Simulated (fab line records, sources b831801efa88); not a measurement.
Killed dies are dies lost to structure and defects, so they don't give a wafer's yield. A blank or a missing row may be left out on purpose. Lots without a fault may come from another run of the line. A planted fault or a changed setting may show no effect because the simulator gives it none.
Which tool did it? | flow sky130 | 6 lots, 18 wafers sampled, at 3 steps of a route of 708

WHAT THE GAUGES READ, wafer by wafer
SKY_NWELL_TW_MEAS_26.
lot  | measured     | on            | NWELL_2_TW
L472 | day 5 13:32  | film_metro-02 | 500.4 503.0 500.2
L477 | day 6 19:50  | film_metro-04 | 503.9 499.3 501.9
L481 | day 8 00:41  | film_metro-04 | 503.2 504.3 503.1
L488 | day 9 14:50  | film_metro-02 | 495.9 499.4 499.9
L490 | day 10 01:22 | film_metro-01 | 463.6 461.2 462.1
L494 | day 11 03:37 | film_metro-01 | 498.8 498.1 498.8

WHICH TOOL RAN EACH LOT (tool, then ch and the chambers of the sampled wafers, then the start)
lot  | SKY_DNWELL_STRIP_08                 | SKY_NWELL_IMPLANT_24
L472 | plasma_asher-02 ch 0,1, day 3 08:32 | implanter-04 ch 0, day 5 13:18
L477 | plasma_asher-01 ch 0,1, day 4 11:25 | implanter-04 ch 0, day 6 19:37
L481 | plasma_asher-03 ch 0,1, day 5 14:20 | implanter-04 ch 0, day 8 00:28
L488 | plasma_asher-03 ch 0,1, day 6 23:17 | implanter-03 ch 0, day 9 14:35
L490 | plasma_asher-01 ch 0,1, day 7 09:02 | implanter-04 ch 0, day 10 01:07
L494 | plasma_asher-01 ch 0,1, day 8 11:56 | implanter-01 ch 0, day 11 03:22
- SKY_DNWELL_STRIP_08: strips in O2/N2.
- SKY_NWELL_IMPLANT_24

THE ANSWER, worked out from the rows above alone
Rule: what is usual is taken from the lots themselves. Put in order of their means at a reading, lots are off if they are a third of the lots or fewer, leave a main group of 4 or more, and stand apart from it by a gap of 3 or more times the standard deviation of the main group's means; of several such gaps the widest counts. A main group whose means are all the same, to the digits that the tables above print for the reading, isn't used. A lot without any number at a reading at which 4 lots or more have one is off too. The other lots that the step has rows for count as sound.
Off: L490, at SKY_NWELL_TW_MEAS_26 (NWELL_2_TW). The main group: mean 500.7, standard deviation 2.
A tool fits if, at a process step before that reading, it ran every lot that is off, and no sound lot after the first of them. The gauges at SKY_NWELL_TW_MEAS_26 are tried like those tools. One fits: implanter-04 at SKY_NWELL_IMPLANT_24. Its last sound lot is L481 (day 8 00:28), its first lot that is off L490 (day 10 01:07): a fault that began between those two fits.

WHAT THE SIMULATOR HAD PUT IN
Process parameter drift: implanter-04, from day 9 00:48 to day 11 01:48, at SKY_NWELL_IMPLANT_24. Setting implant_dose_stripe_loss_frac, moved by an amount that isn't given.
Lots struck among those shown: L490. The rule above found the same.
